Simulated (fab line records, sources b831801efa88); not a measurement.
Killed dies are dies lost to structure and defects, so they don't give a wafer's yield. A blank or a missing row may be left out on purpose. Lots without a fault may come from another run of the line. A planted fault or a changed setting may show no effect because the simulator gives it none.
fab line records | flow gf180mcu
record lots=5 wafers=15 last_day=34
route steps=602 shown V1@336 M2@362
lots that met no fault: from a run of the same line without faults
start_h: hours from the record's first day to the start of the lot's first wafer shown | wait_h: hours since the lot's step before | " the same as in the row above | L1.1+2: a row that stands for several wafers | - no value, or no start given | * or withheld: withheld | < > ~ a bound
route shown NAME@n: a module of which the file shows steps, and the number in the route of the first | usual: mean/standard deviation of fault-free wafers | same: alike in all rows | chamber/n: place in a boat | sites: the reading at each site | _std_site: their standard deviation | _edge_site: outer sites' mean less inner sites' | radius_mm: how far each site lies from the wafer's centre | mask NAME#n: copy n | behind: the tool/chamber that last shaped the wafer | hold: why the lot was held/for how many hours/how that ended | device: the transistor (n, p or np) that didn't switch | end of line: the same wafers' tests at the end of the route | a step without rows: its recipe alone | killed: dies lost to structure and defects at the first sort, not the wafer's yield | map: a wafer's dies, x killed, . not, _ none there
set.NAME: the setting as run; set.NAME@STEP: as run at that earlier step | model.NAME: the simulator's own value behind a step, which no gauge read
lots at some steps of the route; a table a step, a row a wafer
services: from which hour (start_h, from the record's first day; less than 0 if before it) a tool's chamber was out of use, for how many hours, and why
## steps
# step GF_V1_THK_MEAS_01
# recipe reads=SiO2_of_V1_CVD_00
# usual V1_CVD_00_THK=600/5.4
# columns lot.wafer tool chamber start_h wait_h V1_CVD_00_THK[nm]
L078.1 film_metro-04 - 420.76 0.0 606
L078.2 " - " " 607
L078.3 " - " " 601
L085.2 film_metro-04 - 484.26 0.0 597
L085.3 " - " " 603
L085.5 " - " " 598
L088.3 film_metro-04 - 510.02 0.1 605
L088.4 " - " " 600
L088.5 " - " " 602
L094.2 film_metro-01 - 557.14 0.0 596
L094.3 " - " " 589
L094.5 " - " " 600
L096.3 film_metro-04 - 571.89 0.1 596
L096.4 " - " " 597
L096.6 " - " " 594
# step GF_V1_CVD_02
# recipe material=SiO2 target_thk_nm=850 precursor=TEOS temp_c=400 time_s=94.851 rf_w=600
# usual heater_power_outer_w=382/81 heater_power_w=645/120
# columns lot.wafer tool chamber start_h wait_h heater_power_outer_w heater_power_w
L078.1 pecvd-03 0 420.82 0.1 344 567
L078.2 " 1 " " 419 691
L078.3 " 2 " " 262 516
L085.2 pecvd-03 2 484.31 0.0 326 597
L085.3 " 0 " " 290 519
L085.5 " 0 " " 320 536
L088.3 pecvd-01 2 510.06 0.0 480 749
L088.4 " 0 " " 435 704
L088.5 " 1 " " 536 883
L094.2 pecvd-04 0 557.19 0.0 418 701
L094.3 " 1 " " 252 453
L094.5 " 0 " " 442 751
L096.3 pecvd-01 0 571.93 0.0 408 667
L096.4 " 0 " " 428 714
L096.6 " 1 " " 490 833
# step GF_V1_THK_MEAS_03
# recipe reads=SiO2_of_V1_CVD_02
# usual V1_CVD_02_THK=850/10
# columns lot.wafer tool chamber start_h wait_h V1_CVD_02_THK[nm]
L078.1 film_metro-03 - 420.89 0.0 835
L078.2 " - " " 831
L078.3 " - " " 838
L085.2 film_metro-04 - 484.39 0.0 853
L085.3 " - " " 845
L085.5 " - " " 865
L088.3 film_metro-01 - 510.15 0.1 841
L088.4 " - " " 857
L088.5 " - " " 842
L094.2 film_metro-01 - 557.27 0.0 843
L094.3 " - " " 840
L094.5 " - " " 858
L096.3 film_metro-03 - 572.02 0.1 848
L096.4 " - " " 854
L096.6 " - " " 864
# step GF_V1_CMP_04
# recipe material=SiO2 down_force_psi=4 platen_rpm=60 pad_velocity_m_s=0.94248
# usual motor_current_A=11.6/1 retaining_ring_pressure_frac=1.001/0.0047 time_to_endpoint_s=81/5.1
# columns lot.wafer tool chamber start_h wait_h motor_current_A retaining_ring_pressure_frac time_to_endpoint_s
L078.3 cmp-01 1 421.32 0.4 12.9 0.999 72
L078.1 " 2 " " 12.9 1.006 72
L078.2 " 3 " " 10.5 1.006 71
L085.3 cmp-01 3 484.44 0.0 10.5 1.010 77
L085.2 " 0 " " 10.4 1.005 83
L085.5 " 0 " " 10.1 1.008 89
L088.3 cmp-01 2 510.19 0.0 12.4 1.008 76
L088.4 " 1 " " 12.4 0.997 79
L088.5 " 3 " " 10.9 1.002 77
L094.2 cmp-01 3 557.32 0.0 10.6 1.000 79
L094.3 " 2 " " 12.2 1.004 77
L094.5 " 3 " " 10.3 1.000 83
L096.3 cmp-02 1 572.11 0.1 10.9 0.997 78
L096.4 " 3 " " 12.1 1.009 81
L096.6 " 1 " " 11.7 1.005 85
# step GF_V1_BOW_MEAS_05
# recipe mode=bow
# usual V1_BOW=82/8.4
# columns lot.wafer tool chamber start_h wait_h V1_BOW[um]
L078.1 film_metro-03 - 421.57 0.1 74
L078.2 " - " " 81
L078.3 " - " " 70
L085.2 film_metro-03 - 484.76 0.2 80
L085.3 " - " " 79
L085.5 " - " " 72
L088.3 film_metro-04 - 510.53 0.3 94
L088.4 " - " " 63
L088.5 " - " " 77
L094.2 film_metro-01 - 557.64 0.3 90
L094.3 " - " " 88
L094.5 " - " " 82
L096.3 film_metro-04 - 572.40 0.2 92
L096.4 " - " " 91
L096.6 " - " " 71
# step GF_V1_DEHYDRATE_06
# recipe temp_c=200 time_s=60
# columns lot.wafer tool chamber start_h wait_h
L078.1+2+3 litho_track-01 0 433.24 11.6
L085.2+3+5 litho_track-01 0 496.06 11.3
L088.3+4+5 litho_track-03 0 521.39 10.8
L094.2+3+5 litho_track-04 0 568.05 10.4
L096.3+4+6 litho_track-03 0 582.64 10.2
# step GF_V1_HMDS_07
# recipe prime_time_s=60 prime_temp_c=120
# usual prime_temp_c=119.99/0.15
# columns lot.wafer tool chamber start_h wait_h prime_temp_c
L078.1 litho_track-01 0 433.39 0.1 120.26
L078.2 " 0 " " 120.27
L078.3 " 0 " " 120.23
L085.2 litho_track-01 0 496.21 0.1 119.93
L085.3 " 0 " " 119.82
L085.5 " 0 " " 119.78
L088.3 litho_track-03 0 521.54 0.1 120.07
L088.4 " 0 " " 119.92
L088.5 " 0 " " 120.01
L094.2 litho_track-04 0 568.20 0.1 119.86
L094.3 " 0 " " 119.89
L094.5 " 0 " " 119.81
L096.3 litho_track-03 0 582.79 0.1 120.01
L096.4 " 0 " " 120.01
L096.6 " 0 " " 120.07
# step GF_V1_COAT_08
# recipe resist=BARC temp_c=withheld time_s=withheld spin_rpm=withheld resist_thk_nm=withheld
# columns lot.wafer tool chamber start_h wait_h
L078.1+2+3 litho_track-01 0 433.54 0.1
L085.2+3+5 litho_track-01 0 496.36 0.1
L088.3+4+5 litho_track-03 0 521.69 0.1
L094.2+3+5 litho_track-04 0 568.35 0.1
L096.3+4+6 litho_track-03 0 582.94 0.1
# step GF_V1_COAT_09
# recipe resist=KrF spin_rpm=withheld resist_thk_nm=1000
# columns lot.wafer tool chamber start_h wait_h
L078.1+2+3 litho_track-01 0 - -
L085.2+3+5 litho_track-01 0 - -
L088.3+4+5 litho_track-03 0 - -
L094.2+3+5 litho_track-04 0 - -
L096.3+4+6 litho_track-03 0 - -
# step GF_V1_SOFTBAKE_10
# recipe temp_c=130 time_s=60 resist=KrF
# columns lot.wafer tool chamber start_h wait_h
L078.1+2+3 litho_track-01 0 - -
L085.2+3+5 litho_track-01 0 - -
L088.3+4+5 litho_track-03 0 - -
L094.2+3+5 litho_track-04 0 - -
L096.3+4+6 litho_track-03 0 - -
# step GF_V1_EXPOSE_11
# recipe mask_id=Via1 target_cd_nm=260 na=0.68 source_shape=conventional sigma_outer=0.6 dose_mj=38
# usual reticle_temp_C=22.99/0.093
# same sigma_outer=0.6
# columns lot.wafer tool chamber start_h wait_h mask reticle_temp_C
L078.1 krf_scanner-02 0 - - Via1#0 22.87
L078.2 " 0 " " Via1#0 23.14
L078.3 " 0 " " Via1#0 22.99
L085.2 krf_scanner-02 0 - - Via1#0 22.89
L085.3 " 0 " " Via1#0 23.08
L085.5 " 0 " " Via1#0 22.85
L088.3 krf_scanner-01 0 - - Via1#0 22.93
L088.4 " 0 " " Via1#0 22.98
L088.5 " 0 " " Via1#0 22.96
L094.2 krf_scanner-01 0 - - Via1#0 22.85
L094.3 " 0 " " Via1#0 22.81
L094.5 " 0 " " Via1#0 22.93
L096.3 krf_scanner-02 0 - - Via1#0 23.01
L096.4 " 0 " " Via1#0 23.09
L096.6 " 0 " " Via1#0 23.07
# step GF_V1_PEB_12
# recipe peb_temp_c=135 peb_time_s=90 resist=KrF
# columns lot.wafer tool chamber start_h wait_h
L078.1+2+3 litho_track-01 0 - -
L085.2+3+5 litho_track-04 0 - -
L088.3+4+5 litho_track-04 0 - -
L094.2+3+5 litho_track-03 0 - -
L096.3+4+6 litho_track-03 0 - -
# step GF_V1_DEVELOP_13
# recipe develop_time_s=60 resist=KrF dev_temp_c=21
# columns lot.wafer tool chamber start_h wait_h
L078.1+2+3 litho_track-01 0 446.09 0.2
L085.2+3+5 litho_track-04 0 507.85 0.2
L088.3+4+5 litho_track-04 0 533.13 0.1
L094.2+3+5 litho_track-03 0 579.71 0.2
L096.3+4+6 litho_track-03 0 593.39 0.1
# step GF_V1_CD_MEAS_14
# recipe target_cd_nm=260
# usual cd_nm=260.2/1.2
# columns lot.wafer tool chamber start_h wait_h cd_nm
L078.1 cd_sem-01 - 446.24 0.1 259.6
L078.2 " - " " 259.7
L078.3 " - " " 259.7
L085.2 cd_sem-02 - 508.00 0.1 261.2
L085.3 " - " " 261.6
L085.5 " - " " 261.4
L088.3 cd_sem-01 - 533.27 0.1 261.7
L088.4 " - " " 262.3
L088.5 " - " " 261.5
L094.2 cd_sem-02 - 579.86 0.1 260.2
L094.3 " - " " 260.3
L094.5 " - " " 261.0
L096.3 cd_sem-02 - 593.53 0.1 260.2
L096.4 " - " " 258.2
L096.6 " - " " 258.6
# step GF_V1_OVL_MEAS_15
# usual V1_OVL=0/4.9
# columns lot.wafer tool chamber start_h wait_h V1_OVL[nm]
L078.1 overlay-01 - 446.36 0.1 0
L078.2 " - " " -1
L078.3 " - " " -1
L085.2 overlay-02 - 508.10 0.1 -7
L085.3 " - " " 0
L085.5 " - " " -4
L088.3 overlay-02 - 533.36 0.1 4
L088.4 " - " " 4
L088.5 " - " " 4
L094.2 overlay-01 - 579.96 0.1 -2
L094.3 " - " " -5
L094.5 " - " " -3
L096.3 overlay-01 - 593.62 0.1 2
L096.4 " - " " 5
L096.6 " - " " 1
# step GF_V1_ETCH_16
# recipe chemistry=N2/H2 target_depth_a=withheld overetch_a=withheld time_s=withheld target=BARC ion_energy_ev=200 source_w=500 bias_w=100 pressure_mtorr=30 n2_flow_sccm=100 h2_flow_sccm=200
# usual bias_w=100.0/0.33 drypump_motor_current_A=5.6/0.5 oes_product_au=0.855/0.0043 throttle_valve_pct=13.224/0.0089
# columns lot.wafer tool chamber start_h wait_h bias_w drypump_motor_current_A oes_product_au throttle_valve_pct
L078.1 rie_diel-02 1 446.40 0.0 99.8 5.8 0.854 13.235
L078.2 " 2 " " 100.0 6.0 0.848 13.234
L078.3 " 3 " " 100.5 5.1 0.860 13.213
L085.2 rie_diel-02 0 508.13 0.0 100.5 5.3 0.863 13.226
L085.3 " 2 " " 99.8 6.0 0.853 13.217
L085.5 " 1 " " 99.9 5.8 0.853 13.224
L088.3 rie_diel-04 2 533.38 0.0 99.9 5.2 0.850 13.226
L088.4 " 0 " " 99.9 4.9 0.859 13.212
L088.5 " 1 " " 99.8 5.6 0.858 13.214
L094.2 rie_diel-01 2 579.99 0.0 99.7 6.8 0.858 13.232
L094.3 " 1 " " 99.5 6.0 0.858 13.229
L094.5 " 1 " " 99.5 6.0 0.852 13.221
L096.3 rie_diel-02 2 593.64 0.0 99.7 6.0 0.852 13.230
L096.4 " 0 " " 99.8 5.4 0.857 13.235
L096.6 " 2 " " 100.2 6.0 0.856 13.219
# step GF_V1_ETCH_17
# recipe chemistry=C4F8/O2/Ar mask_material=KrF target=SiO2 stop_on=TiN source_w=1500 bias_w=1200 pressure_mtorr=40 c4f8_flow_sccm=withheld O2_flow_sccm=6 Ar_flow_sccm=300 time_s=withheld target_depth_a=6300
# usual bias_w=1200/3.9 oes_product_au=0.856/0.0047
# columns lot.wafer tool chamber start_h wait_h bias_w oes_product_au
L078.1 rie_diel-02 1 - - 1203 0.851
L078.2 " 2 " " 1204 0.854
L078.3 " 3 " " 1196 0.861
L085.2 rie_diel-02 0 - - 1201 0.858
L085.3 " 2 " " 1207 0.856
L085.5 " 1 " " 1197 0.865
L088.3 rie_diel-04 2 - - 1197 0.847
L088.4 " 0 " " 1196 0.861
L088.5 " 1 " " 1199 0.855
L094.2 rie_diel-01 2 - - 1203 0.861
L094.3 " 1 " " 1201 0.862
L094.5 " 1 " " 1198 0.860
L096.3 rie_diel-02 2 - - 1198 0.854
L096.4 " 0 " " 1202 0.853
L096.6 " 2 " " 1194 0.848
# step GF_V1_STRIP_18
# recipe chemistry=O2/N2 power_w=1400 pressure_mtorr=1500 platen_temp_c=250 o2_flow_sccm=3000 n2_flow_sccm=300 overash_fraction=0.5
# usual drypump_motor_current_A=5.8/0.51 heater_power_w=354/32 oes_product_au=0.593/0.0046
# columns lot.wafer tool chamber start_h wait_h drypump_motor_current_A heater_power_w oes_product_au rf_hours_counter_h
L078.1 plasma_asher-02 1 446.52 - 5.7 327 0.590 38
L078.2 " 0 " " 6.6 367 0.592 38
L078.3 " 1 " " 5.7 333 0.595 -
L085.2 plasma_asher-03 0 508.26 - 5.5 342 0.589 84
L085.3 " 1 " " 6.1 381 0.594 -
L085.5 " 0 " " 5.5 346 0.594 -
L088.3 plasma_asher-03 1 533.55 - 6.1 375 0.598 -
L088.4 " 0 " " 5.5 350 0.591 -
L088.5 " 0 " " 5.4 348 0.588 -
L094.2 plasma_asher-01 0 580.12 - 5.1 302 0.587 15
L094.3 " 1 " " 5.3 409 0.598 -
L094.5 " 0 " " 5.1 304 0.591 -
L096.3 plasma_asher-03 0 593.81 - 5.4 351 0.592 -
L096.4 " 1 " " 6.1 371 0.592 -
L096.6 " 0 " " 5.4 348 0.582 -
# step GF_V1_STRIP_19
# recipe chemistry=post_etch_residue_remover time_s=1200 temp_c=72.5
# usual bath_guard_temp_C=72.4/0.31
# columns lot.wafer tool chamber start_h wait_h bath_guard_temp_C
L078.1 wet_bench-02 1 446.62 0.1 72.2
L078.2 " 1 " " 72.2
L078.3 " 1 " " 72.1
L085.2 wet_bench-03 2 508.36 0.1 72.1
L085.3 " 2 " " 72.0
L085.5 " 2 " " 72.3
L088.3 wet_bench-04 1 533.61 0.0 73.0
L088.4 " 1 " " 72.4
L088.5 " 1 " " 72.9
L094.2 wet_bench-02 0 580.22 0.1 72.8
L094.3 " 0 " " 72.7
L094.5 " 0 " " 72.7
L096.3 wet_bench-02 2 593.87 0.0 72.7
L096.4 " 2 " " 73.1
L096.6 " 2 " " 72.8
# step GF_V1_CLEAN_20
# recipe chemistry=DIW dry=n2_spin
# columns lot.wafer tool chamber start_h wait_h
L078.1+2+3 wet_bench-04 1 446.97 0.0
L085.2+3+5 wet_bench-02 3 508.70 0.0
L088.3+4+5 wet_bench-03 2 533.99 0.0
L094.2+3+5 wet_bench-03 3 580.56 0.0
L096.3+4+6 wet_bench-03 1 594.25 0.0
# step GF_V1_SPUTTER_21
# recipe material=Ti target_thk_nm=15 chamber_pressure_pa=5 power_w=2500 substrate_temp_c=200 time_s=80.02
# usual throttle_valve_pct=30.3/0.87
# columns lot.wafer tool chamber start_h wait_h throttle_valve_pct
L078.1 pvd_sputter-02 - 447.07 0.0 30.4
L078.2 " - " " 30.0
L078.3 " - " " 31.0
L085.2 pvd_sputter-04 - 508.80 0.0 30.4
L085.3 " - " " 31.2
L085.5 " - " " 30.8
L088.3 pvd_sputter-02 - 534.08 0.0 30.4
L088.4 " - " " 30.9
L088.5 " - " " 30.6
L094.2 pvd_sputter-04 - 580.66 0.0 27.8
L094.3 " - " " 30.3
L094.5 " - " " 30.8
L096.3 pvd_sputter-02 - 594.35 0.0 29.7
L096.4 " - " " 30.4
L096.6 " - " " 30.2
# step GF_V1_SPUTTER_22
# recipe material=TiN target_thk_nm=10 chamber_pressure_pa=5 power_w=4000 time_s=40
# usual throttle_valve_pct=30.3/0.9
# columns lot.wafer tool chamber start_h wait_h throttle_valve_pct
L078.1 pvd_sputter-02 - 447.13 0.0 30.7
L078.2 " - " " 30.0
L078.3 " - " " 30.9
L085.2 pvd_sputter-04 - 508.86 0.0 30.5
L085.3 " - " " 31.2
L085.5 " - " " 31.0
L088.3 pvd_sputter-02 - 534.14 0.0 30.4
L088.4 " - " " 31.1
L088.5 " - " " 30.6
L094.2 pvd_sputter-04 - 580.72 0.0 27.4
L094.3 " - " " 30.7
L094.5 " - " " 31.1
L096.3 pvd_sputter-02 - 594.41 0.0 29.8
L096.4 " - " " 30.6
L096.6 " - " " 30.5
# step GF_V1_CVD_23
# recipe material=W target_thk_nm=350 time_s=105.05 temp_c=400 pressure_torr=40
# usual heater_power_outer_w=444/38 heater_power_w=738/59
# columns lot.wafer tool chamber start_h wait_h heater_power_outer_w heater_power_w
L078.1 cvd_w-01 1 447.17 0.0 421 722
L078.2 " 0 " " 417 653
L078.3 " 1 " " 418 704
L085.2 cvd_w-01 1 508.90 0.0 414 704
L085.3 " 0 " " 417 678
L085.5 " 0 " " 411 684
L088.3 cvd_w-01 0 534.21 0.1 417 678
L088.4 " 1 " " 430 714
L088.5 " 1 " " 423 710
L094.2 cvd_w-01 1 580.76 0.0 428 718
L094.3 " 1 " " 423 700
L094.5 " 0 " " 415 668
L096.3 cvd_w-01 1 594.48 0.1 434 721
L096.4 " 0 " " 416 684
L096.6 " 1 " " 435 701
# step GF_V1_RS_MEAS_24
# recipe thk_meas_gauge=four-point-probe reads=W_of_V1_CVD_23+TiN_of_V1_SPUTTER_22+Ti_of_V1_SPUTTER_21
# usual V1_W_RS=0.325/0.0031
# columns lot.wafer tool chamber start_h wait_h V1_W_RS[ohm/sq]
L078.1 film_metro-04 - 447.28 0.1 0.325
L078.2 " - " " 0.322
L078.3 " - " " 0.330
L085.2 film_metro-04 - 509.03 0.1 0.327
L085.3 " - " " 0.323
L085.5 " - " " 0.323
L088.3 film_metro-01 - 534.33 0.1 0.322
L088.4 " - " " 0.323
L088.5 " - " " 0.321
L094.2 film_metro-03 - 580.89 0.1 0.323
L094.3 " - " " 0.321
L094.5 " - " " 0.326
L096.3 film_metro-03 - 594.60 0.1 0.323
L096.4 " - " " 0.321
L096.6 " - " " 0.319
# step GF_V1_THK_MEAS_25
# recipe thk_meas_gauge=xrf reads=W_of_V1_CVD_23
# usual V1_W_THK=365/5
# columns lot.wafer tool chamber start_h wait_h V1_W_THK[nm]
L078.1 film_metro-04 - 447.40 0.1 359
L078.2 " - " " 362
L078.3 " - " " 352
L085.2 film_metro-04 - 509.14 0.1 359
L085.3 " - " " 364
L085.5 " - " " 368
L088.3 film_metro-01 - 534.43 0.1 368
L088.4 " - " " 369
L088.5 " - " " 369
L094.2 film_metro-03 - 581.00 0.1 369
L094.3 " - " " 371
L094.5 " - " " 366
L096.3 film_metro-03 - 594.70 0.1 366
L096.4 " - " " 372
L096.6 " - " " 374
# step GF_V1_CMP_26
# recipe stop_on=SiO2 down_force_psi=3.5 platen_rpm=60 t_overpolish_s=15 target_thk_nm=0 pad_velocity_m_s=0.94248
# usual motor_current_A=10.7/0.91 overpolish_run_s=15.001/0.0087 retaining_ring_pressure_frac=1.000/0.0047 time_to_endpoint_s=85/3.1
# same t_overpolish_s=15
# columns lot.wafer tool chamber start_h wait_h motor_current_A overpolish_run_s retaining_ring_pressure_frac time_to_endpoint_s
L078.3 cmp-01 1 447.51 0.1 11.1 15.000 0.996 78
L078.2 " 2 " " 11.5 15.019 0.998 83
L078.1 " 3 " " 9.1 14.977 0.991 82
L085.3 cmp-02 3 509.19 0.0 10.7 14.990 0.996 90
L085.2 " 2 " " 12.1 14.996 1.004 87
L085.5 " 0 " " 10.4 15.000 1.006 89
L088.3 cmp-02 0 534.47 0.0 10.5 14.998 0.998 81
L088.4 " 1 " " 10.4 14.996 1.002 80
L088.5 " 0 " " 9.9 14.998 1.002 83
L094.3 cmp-02 0 581.10 0.1 10.1 15.000 1.008 90
L094.2 " 2 " " 12.1 14.991 0.998 88
L094.5 " 0 " " 9.9 15.007 1.002 90
L096.3 cmp-02 2 594.74 0.0 12.6 14.997 1.006 87
L096.4 " 0 " " 10.1 15.004 1.001 89
L096.6 " 3 " " 10.8 15.009 1.000 86
# step GF_M2_SPUTTER_00
# recipe material=Ti target_thk_nm=37.5 arriving_ion_energy_ev=80 substrate_temp_c=200 chamber_pressure_pa=2 power_w=4000 time_s=150
# usual throttle_valve_pct=30.2/1
# columns lot.wafer tool chamber start_h wait_h throttle_valve_pct
L078.1 pvd_sputter-04 - 447.76 0.1 27.7
L078.2 " - " " 31.1
L078.3 " - " " 30.5
L085.2 pvd_sputter-03 - 509.49 0.1 30.7
L085.3 " - " " 30.3
L085.5 " - " " 30.6
L088.3 pvd_sputter-03 - 534.77 0.2 28.5
L088.4 " - " " 30.4
L088.5 " - " " 28.8
L094.2 pvd_sputter-02 - 581.35 0.1 30.9
L094.3 " - " " 29.8
L094.5 " - " " 30.7
L096.3 pvd_sputter-04 - 595.04 0.2 30.8
L096.4 " - " " 27.4
L096.6 " - " " 30.9
# step GF_M2_SPUTTER_01
# recipe material=TiN target_thk_nm=30 power_w=6500 time_s=25 chamber_pressure_pa=0.4
# usual throttle_valve_pct=30.2/1
# columns lot.wafer tool chamber start_h wait_h throttle_valve_pct
L078.1 pvd_sputter-04 - 447.86 0.1 28.0
L078.2 " - " " 31.4
L078.3 " - " " 30.4
L085.2 pvd_sputter-03 - 509.59 0.1 30.3
L085.3 " - " " 30.0
L085.5 " - " " 30.5
L088.3 pvd_sputter-03 - 534.87 0.1 28.8
L088.4 " - " " 30.4
L088.5 " - " " 28.7
L094.2 pvd_sputter-02 - 581.45 0.1 30.7
L094.3 " - " " 29.9
L094.5 " - " " 30.8
L096.3 pvd_sputter-04 - 595.14 0.1 31.1
L096.4 " - " " 27.4
L096.6 " - " " 30.7
# step GF_M2_SPUTTER_02
# recipe material=AlCu target_thk_nm=450 power_w=10600 time_s=23.9 chamber_pressure_pa=0.4
# usual throttle_valve_pct=30.2/1
# columns lot.wafer tool chamber start_h wait_h throttle_valve_pct
L078.1 pvd_sputter-04 - 447.89 0.0 27.5
L078.2 " - " " 31.0
L078.3 " - " " 30.5
L085.2 pvd_sputter-03 - 509.62 0.0 30.9
L085.3 " - " " 30.5
L085.5 " - " " 30.7
L088.3 pvd_sputter-03 - 534.90 0.0 28.6
L088.4 " - " " 30.6
L088.5 " - " " 28.4
L094.2 pvd_sputter-02 - 581.48 0.0 30.5
L094.3 " - " " 29.8
L094.5 " - " " 30.8
L096.3 pvd_sputter-04 - 595.17 0.0 31.1
L096.4 " - " " 27.4
L096.6 " - " " 30.9
# step GF_M2_SPUTTER_03
# recipe material=Ti target_thk_nm=10 substrate_temp_c=300 chamber_pressure_pa=0.3 power_w=3000 time_s=6.7
# usual throttle_valve_pct=30.2/1
# columns lot.wafer tool chamber start_h wait_h throttle_valve_pct
L078.1 pvd_sputter-04 - 447.92 0.0 27.5
L078.2 " - " " 31.2
L078.3 " - " " 30.6
L085.2 pvd_sputter-03 - 509.65 0.0 30.7
L085.3 " - " " 30.5
L085.5 " - " " 30.6
L088.3 pvd_sputter-03 - 534.93 0.0 28.8
L088.4 " - " " 30.3
L088.5 " - " " 28.6
L094.2 pvd_sputter-02 - 581.51 0.0 30.3
L094.3 " - " " 30.0
L094.5 " - " " 30.7
L096.3 pvd_sputter-04 - 595.20 0.0 31.1
L096.4 " - " " 27.4
L096.6 " - " " 30.7
# step GF_M2_SPUTTER_04
# recipe material=TiN target_thk_nm=50 power_w=6500 time_s=41.7 chamber_pressure_pa=0.4
# usual throttle_valve_pct=30.2/1
# columns lot.wafer tool chamber start_h wait_h throttle_valve_pct
L078.1 pvd_sputter-04 - 447.94 0.0 27.6
L078.2 " - " " 31.2
L078.3 " - " " 30.5
L085.2 pvd_sputter-03 - 509.67 0.0 30.6
L085.3 " - " " 30.4
L085.5 " - " " 30.8
L088.3 pvd_sputter-03 - 534.95 0.0 28.8
L088.4 " - " " 30.3
L088.5 " - " " 28.5
L094.2 pvd_sputter-02 - 581.53 0.0 30.5
L094.3 " - " " 29.6
L094.5 " - " " 30.5
L096.3 pvd_sputter-04 - 595.22 0.0 31.1
L096.4 " - " " 27.7
L096.6 " - " " 30.7
# step GF_M2_RS_MEAS_05
# recipe thk_meas_gauge=four-point-probe reads=TiN_of_M2_SPUTTER_04+Ti_of_M2_SPUTTER_03+AlCu_of_M2_SPUTTER_02+TiN_of_M2_SPUTTER_01+Ti_of_M2_SPUTTER_00
# usual M2_ALCU_RS=0.0696/0.00062
# columns lot.wafer tool chamber start_h wait_h M2_ALCU_RS[ohm/sq]
L078.1 film_metro-01 - 447.98 0.0 0.0694
L078.2 " - " " 0.0690
L078.3 " - " " 0.0695
L085.2 film_metro-02 - 509.73 0.0 0.0709
L085.3 " - " " 0.0703
L085.5 " - " " 0.0701
L088.3 film_metro-04 - 535.03 0.1 0.0695
L088.4 " - " " 0.0699
L088.5 " - " " 0.0694
L094.2 film_metro-01 - 581.59 0.0 0.0703
L094.3 " - " " 0.0701
L094.5 " - " " 0.0702
L096.3 film_metro-01 - 595.30 0.1 0.0697
L096.4 " - " " 0.0695
L096.6 " - " " 0.0702
# step GF_M2_THK_MEAS_06
# recipe thk_meas_gauge=xrf reads=AlCu_of_M2_SPUTTER_02
# usual M2_ALCU_THK=438/4.3
# columns lot.wafer tool chamber start_h wait_h M2_ALCU_THK[nm]
L078.1 film_metro-01 - 448.10 0.1 438
L078.2 " - " " 444
L078.3 " - " " 441
L085.2 film_metro-02 - 509.84 0.1 429
L085.3 " - " " 432
L085.5 " - " " 431
L088.3 film_metro-04 - 535.13 0.1 439
L088.4 " - " " 436
L088.5 " - " " 438
L094.2 film_metro-01 - 581.70 0.1 438
L094.3 " - " " 439
L094.5 " - " " 439
L096.3 film_metro-01 - 595.40 0.1 443
L096.4 " - " " 444
L096.6 " - " " 439
# step GF_M2_DEHYDRATE_07
# recipe temp_c=200 time_s=60
# columns lot.wafer tool chamber start_h wait_h
L078.1+2+3 litho_track-04 0 459.23 11.1
L085.2+3+5 litho_track-02 0 520.57 10.7
L088.3+4+5 litho_track-03 0 545.74 10.6
L094.2+3+5 litho_track-04 0 591.60 9.9
L096.3+4+6 litho_track-03 0 605.34 9.9
# step GF_M2_HMDS_08
# recipe prime_time_s=60 prime_temp_c=120
# usual prime_temp_c=119.99/0.13
# columns lot.wafer tool chamber start_h wait_h prime_temp_c
L078.1 litho_track-04 0 459.38 0.1 119.96
L078.2 " 0 " " 119.84
L078.3 " 0 " " 120.02
L085.2 litho_track-02 0 520.72 0.1 120.12
L085.3 " 0 " " 120.30
L085.5 " 0 " " 119.88
L088.3 litho_track-03 0 545.89 0.1 119.89
L088.4 " 0 " " 119.93
L088.5 " 0 " " 120.03
L094.2 litho_track-04 0 591.75 0.1 119.98
L094.3 " 0 " " 120.15
L094.5 " 0 " " 120.16
L096.3 litho_track-03 0 605.49 0.1 120.10
L096.4 " 0 " " 120.02
L096.6 " 0 " " 119.88
# step GF_M2_COAT_09
# recipe resist=KrF spin_rpm=withheld resist_thk_nm=1000
# columns lot.wafer tool chamber start_h wait_h
L078.1+2+3 litho_track-04 0 459.53 0.1
L085.2+3+5 litho_track-02 0 520.87 0.1
L088.3+4+5 litho_track-03 0 546.04 0.1
L094.2+3+5 litho_track-04 0 591.90 0.1
L096.3+4+6 litho_track-03 0 605.64 0.1
# step GF_M2_SOFTBAKE_10
# recipe temp_c=130 time_s=60 resist=KrF
# columns lot.wafer tool chamber start_h wait_h
L078.1+2+3 litho_track-04 0 459.68 0.1
L085.2+3+5 litho_track-02 0 521.02 0.1
L088.3+4+5 litho_track-03 0 546.19 0.1
L094.2+3+5 litho_track-04 0 592.05 0.1
L096.3+4+6 litho_track-03 0 605.79 0.1
# step GF_M2_EXPOSE_11
# recipe mask_id=Metal2 target_cd_nm=280 na=0.68 source_shape=conventional sigma_outer=0.6 dose_mj=28
# usual reticle_temp_C=22.97/0.088
# same sigma_outer=0.6
# columns lot.wafer tool chamber start_h wait_h mask reticle_temp_C
L078.1 krf_scanner-01 0 - - Metal2#0 22.88
L078.2 " 0 " " Metal2#0 23.04
L078.3 " 0 " " Metal2#0 22.99
L085.2 krf_scanner-02 0 - - Metal2#0 23.18
L085.3 " 0 " " Metal2#0 22.92
L085.5 " 0 " " Metal2#0 22.93
L088.3 krf_scanner-02 0 - - Metal2#0 22.94
L088.4 " 0 " " Metal2#0 22.87
L088.5 " 0 " " Metal2#0 22.99
L094.2 krf_scanner-02 0 - - Metal2#0 22.82
L094.3 " 0 " " Metal2#0 22.97
L094.5 " 0 " " Metal2#0 22.84
L096.3 krf_scanner-02 0 - - Metal2#0 22.93
L096.4 " 0 " " Metal2#0 22.77
L096.6 " 0 " " Metal2#0 22.92
## services
# columns tool chamber start_h hours kind
krf_scanner-02 - 397.90 2.3 repair
pvd_sputter-02 - 398.17 1.7 repair
krf_scanner-02 - 399.33 0.4 repair
cmp-02 - 402.88 19.0 pm
krf_scanner-02 - 408.18 1.3 pm
krf_scanner-02 - 415.64 6.5 repair
cmp-02 - 421.91 4.0 pm
cmp-01 - 427.15 5.0 pm
krf_scanner-01 - 433.68 1.0 pm
krf_scanner-01 - 443.79 11.6 pm
cmp-01 - 455.27 1.2 repair
krf_scanner-01 - 455.34 1.3 pm
cmp-01 - 460.42 11.7 pm
krf_scanner-01 - 486.89 1.7 repair
krf_scanner-02 - 510.95 0.8 pm
cmp-01 - 512.61 5.7 pm
pvd_sputter-02 - 518.16 1.0 repair
krf_scanner-02 - 521.46 1.0 pm
cmp-01 - 521.73 0.3 repair
rie_diel-02 0 533.30 13.1 repair
cmp-01 - 541.53 2.5 repair
cmp-01 - 574.18 4.0 pm
krf_scanner-02 - 585.19 1.3 pm
krf_scanner-02 - 595.47 0.8 repair
## key
fault none
